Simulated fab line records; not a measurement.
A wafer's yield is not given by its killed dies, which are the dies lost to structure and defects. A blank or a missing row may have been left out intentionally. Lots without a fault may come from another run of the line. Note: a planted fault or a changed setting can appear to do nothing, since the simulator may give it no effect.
One fault seen from 2 desks :: flow gf180mcu :: each desk holds nothing but its own numbers, with what lay behind them at the end

TOOL OWNER'S DESK, ilineStepper-01
The tool's own readings at GF_DUAL_GATE_EXPOSE_08 (exposes mask Dualgate, target cd 700 nm): means of the sampled wafers that have a number, for each lot that ran on this tool. The brackets show how far a lot's mean lies from the usual mean; more than 4 standard deviations puts the lot out of limits, marked OUT.
Columns: A = exposureDoseMJCm2 at GF_DUAL_GATE_EXPOSE_08, usual 140.05; B = stageVelMmS at GF_DUAL_GATE_EXPOSE_08, usual 499.99 mm/s
lot: L527
first seen here: day 8 21:32
A: 139.86
B: 500.05

lot: L530
first seen here: day 9 22:41
A: 140.15
B: 499.95

lot: L532
first seen here: day 10 07:32
A: 140.05
B: 499.82

lot: L541
first seen here: day 12 21:48
A: 130.72 (-67) OUT
B: 500.11

lot: L545
first seen here: day 14 16:27
A: 131.07 (-64) OUT
B: 499.98
This desk's finding: out of limits on L541, L545; first on L541, day 12 21:48 (exposureDoseMJCm2 at GF_DUAL_GATE_EXPOSE_08). In limits: L527, L530, L532.

METROLOGY DESK
What the gauges read for every lot (on any tool): the sampled wafers with a number, averaged. The brackets show how far a lot's mean lies from the usual mean; more than 4 standard deviations puts the lot out of limits, marked OUT.
Columns: A = CONTACT_CVD_00_THK at GF_CONTACT_THK_MEAS_01, usual 298.9 nm; B = cdNm at GF_M2_CD_MEAS_14, usual 280.1 nm
lot: L523
first seen here: day 15 06:47
A: 298.0
B: 279.0

lot: L525
first seen here: day 15 18:34
A: 301.4
B: 281.0

lot: L526
first seen here: day 16 04:04
A: 297.3
B: 282.5

lot: L527
first seen here: day 16 10:25
A: 300.6
B: 282.1

lot: L528
first seen here: day 16 20:29
A: 298.0
B: 279.4

lot: L529
first seen here: day 17 05:16
A: 296.0
B: 280.1

lot: L530
first seen here: day 17 17:25
A: 298.6
B: 280.5

lot: L532
first seen here: day 18 11:04
A: 299.7
B: 279.1

lot: L535
first seen here: day 19 16:13
A: 300.9
B: 278.7

lot: L536
first seen here: day 19 17:09
A: 297.5
B: 279.6

lot: L541
first seen here: day 21 14:34
A: 295.2
B: 280.5

lot: L545
first seen here: day 23 10:47
A: 299.2
B: 279.5

lot: L546
first seen here: day 23 19:04
A: 299.4
B: 281.2
This desk found nothing out of limits on any of the 13 lots.

TAKEN TOGETHER
The tool owner's desk could have raised an alarm at day 12 21:48, on L541, L545.
At the metrology desk, nothing out of limits was observed.
The metrology desk holds a record of L541, L545, inside its limits.
Of the lots named, all ran GF_DUAL_GATE_EXPOSE_08 on ilineStepper-01.

WHAT THE SIMULATOR HAD PUT IN
Process parameters drifting: ilineStepper-01 at GF_DUAL_GATE_EXPOSE_08, beginning at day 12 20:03. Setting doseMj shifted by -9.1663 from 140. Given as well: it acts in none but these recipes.
Shown lots that were struck: L541, L545.
Each desk's first reading out of limits, in hours after the fault started: the tool owner's desk, 2.
